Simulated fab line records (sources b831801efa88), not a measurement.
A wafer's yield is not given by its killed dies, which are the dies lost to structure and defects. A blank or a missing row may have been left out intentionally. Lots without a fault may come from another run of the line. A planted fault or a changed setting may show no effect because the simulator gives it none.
A single fault, viewed from 2 desks ; flow gf180mcu ; numbers are kept per desk, each desk with only its own; the story behind them comes last

== AT THE TOOL OWNER'S DESK: implanter-03 ==
GF_VT_IMPLANT_IMPLANT_19, tool's own readings: per-lot mean of the sampled wafers with a number, covering each lot this tool ran. The brackets show how far a lot's mean lies from the usual mean; more than 4 standard deviations puts the lot out of limits, marked OUT.
Columns: A = dose ions cm2 at GF_VT_IMPLANT_IMPLANT_19, usual 4.351e+12; B = faraday current uA at GF_VT_IMPLANT_IMPLANT_19, usual 24.5
lot;first seen here;A;B
L981;day 7 14:29;4.346e+12;24.0
L987;day 9 05:50;6.598e+12 (+99 or more) OUT;37.1 (+27) OUT
L990;day 9 23:58;6.594e+12 (+99 or more) OUT;37.0 (+27) OUT
This desk finds L987, L990 out of limits, L987 being first, at day 9 05:50 (dose ions cm2 at GF_VT_IMPLANT_IMPLANT_19). L981 stayed within limits.

== METROLOGY DESK ==
What the gauges read, lot by lot, whatever tool the lot ran on: means of the sampled wafers that have a number. The brackets show how far a lot's mean lies from the usual mean; more than 4 standard deviations puts the lot out of limits, marked OUT.
Columns: A = VT_IMPLANT_2_TW at GF_VT_IMPLANT_TW_MEAS_21, usual 1216; B = HV_LDD_3_TW at GF_HV_LDD_TW_MEAS_38, usual 1425
lot;first seen here;A;B
L976;day 6 08:43;1227;1419
L977;day 6 12:41;1225;1416
L978;day 6 17:17;1229;1412
L979;day 7 00:40;1216;1422
L980;day 7 06:20;1213;1427
L981;day 7 14:44;1216;1417
L987;day 9 06:05;1362 (+12) OUT;1411
L990;day 10 00:11;1386 (+14) OUT;1444
L993;day 10 19:05;1217;1416
L995;day 11 04:58;1222;1420
L997;day 11 16:25;1197;1413
This desk reports L987, L990 out of limits; the earliest was L987 at day 9 06:05 (VT_IMPLANT_2_TW at GF_VT_IMPLANT_TW_MEAS_21). L976, L977, L978, L979, L980, L981, L993, L995, L997 stayed within limits.

== BROUGHT TOGETHER ==
An alarm could have come from the tool owner's desk at day 9 05:50, on L987, L990.
Metrology desk: alarm possible at day 9 06:05 on L987, L990.
All the named lots went through GF_VT_IMPLANT_IMPLANT_19 on implanter-03.

== WHAT WAS PUT IN BY THE SIMULATOR ==
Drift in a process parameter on implanter-03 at GF_VT_IMPLANT_IMPLANT_19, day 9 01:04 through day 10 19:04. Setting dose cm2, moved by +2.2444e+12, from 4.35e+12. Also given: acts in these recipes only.
Lots struck among those shown: L987, L990.
Fault start to first reading out of limits, in hours, per desk: tool owner, 5; metrology, 5.
